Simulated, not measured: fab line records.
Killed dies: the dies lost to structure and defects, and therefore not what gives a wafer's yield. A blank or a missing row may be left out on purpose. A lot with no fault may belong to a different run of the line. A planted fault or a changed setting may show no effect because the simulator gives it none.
Struck lot and sound lot, side by side    flow gf180mcu    15 out of 602 route steps
Sound: the wafers L712.1, L712.2, L712.5. The struck wafers were L725.2, L725.5, L725.6. The cause is named last.
Order at every step that has rows: each side's tool, ch and its chambers, its first start. Under that, the readings that differ: sound wafers    struck wafers    difference of the means    sigmas: that difference in standard deviations of wafers without a fault.
alike: readings whose means differ by less than 2 such deviations, and words and numbers that are the same on both sides. not compared: withheld readings, readings that some wafer has no value for, bounds like >300 that may hide the same value, and numbers for which the record gives no deviation and whose values overlap.
The two part at a step that has a row with sigmas, a row that says differs or no value, or rows on one side only. Non-overlapping numbers with no deviation appear without sigmas and do not part them. Lack of a reading on every wafer of one side parts them only where that side has two or more wafers.

first, 3 steps without rows for these wafers: GF_V2_EXPOSE_11 (exposes mask Via2, target cd 260 nm); GF_V2_PEB_12 (peb time 90 s); GF_V2_DEVELOP_13 (develop time 60 s).
GF_V2_CD_MEAS_14 targets a cd of 260 nm.
  struck on cd_sem-01, day 26 02:17; sound on cd_sem-01, day 21 03:17
  alike: cd_nm
GF_V2_OVL_MEAS_15:
  struck on overlay-01, day 26 02:23; sound on overlay-01, day 21 03:24
  alike: V2_OVL
GF_V2_ETCH_16: etches BARC in N2/H2.
  sound on rie_diel-01 ch 2,3, day 21 03:26; struck on rie_diel-01 ch 2,3, day 26 02:25
  alike: drypump_motor_current_A, oes_product_au, throttle_valve_pct
GF_V2_ETCH_17: etches SiO2 in C4F8/O2/Ar, stops on TiN, target depth 630 nm.
  sound: rie_diel-01 ch 2,3; struck: rie_diel-01 ch 2,3
  alike: oes_product_au
GF_V2_STRIP_18: strips in O2/N2.
  sound on plasma_asher-04 ch 0,1, day 21 03:34; struck on plasma_asher-04 ch 0,1, day 26 02:33
  alike: drypump_motor_current_A, heater_power_w, oes_product_au
  not compared: rf_hours_counter_h
then, 2 steps without rows for these wafers: GF_V2_STRIP_19 (strips in post etch residue remover, time 1200 s); GF_V2_CLEAN_20 (cleans in DIW).
GF_V2_SPUTTER_21: material Ti, target thk 15 nm, time 80.02 s.
  struck on pvd_sputter-02, day 26 03:05; sound on pvd_sputter-03, day 21 04:06
  alike: throttle_valve_pct
GF_V2_SPUTTER_22: material TiN, target thk 10 nm, time 40 s.
  struck on pvd_sputter-02, day 26 03:09; sound on pvd_sputter-03, day 21 04:10
  alike: throttle_valve_pct
GF_V2_CVD_23: deposits W, target thk 350 nm, time 104.94 s.
  sound on cvd_w-02 ch 0,1, day 21 04:12; struck on cvd_w-01 ch 0,1, day 26 03:11
reading                       sound              struck             difference  sigmas
chamber_pressure_Torr (Torr)  39.97 40.04 39.96  42.72 42.70 42.60  +2.68       +27
  alike: heater_power_w
  not compared: model.W_of_V2_CVD_23.thk_nm
GF_V2_RS_MEAS_24: the measuring method here is four-point-probe.
  struck on film_metro-04, day 26 03:19; sound on film_metro-02, day 21 04:19
  alike: V2_W_RS
following that, these wafers have no rows for 1 step: GF_PASSIVATION_PROBE_99.

WHERE THEY PART
Only at GF_V2_CVD_23, as far as this record shows. Later steps at which nothing parts them and some readings are alike: GF_V2_RS_MEAS_24.

WHY: the cause the simulator had injected
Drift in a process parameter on cvd_w-01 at GF_V2_CVD_23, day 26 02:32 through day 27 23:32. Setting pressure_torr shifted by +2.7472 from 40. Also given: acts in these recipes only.
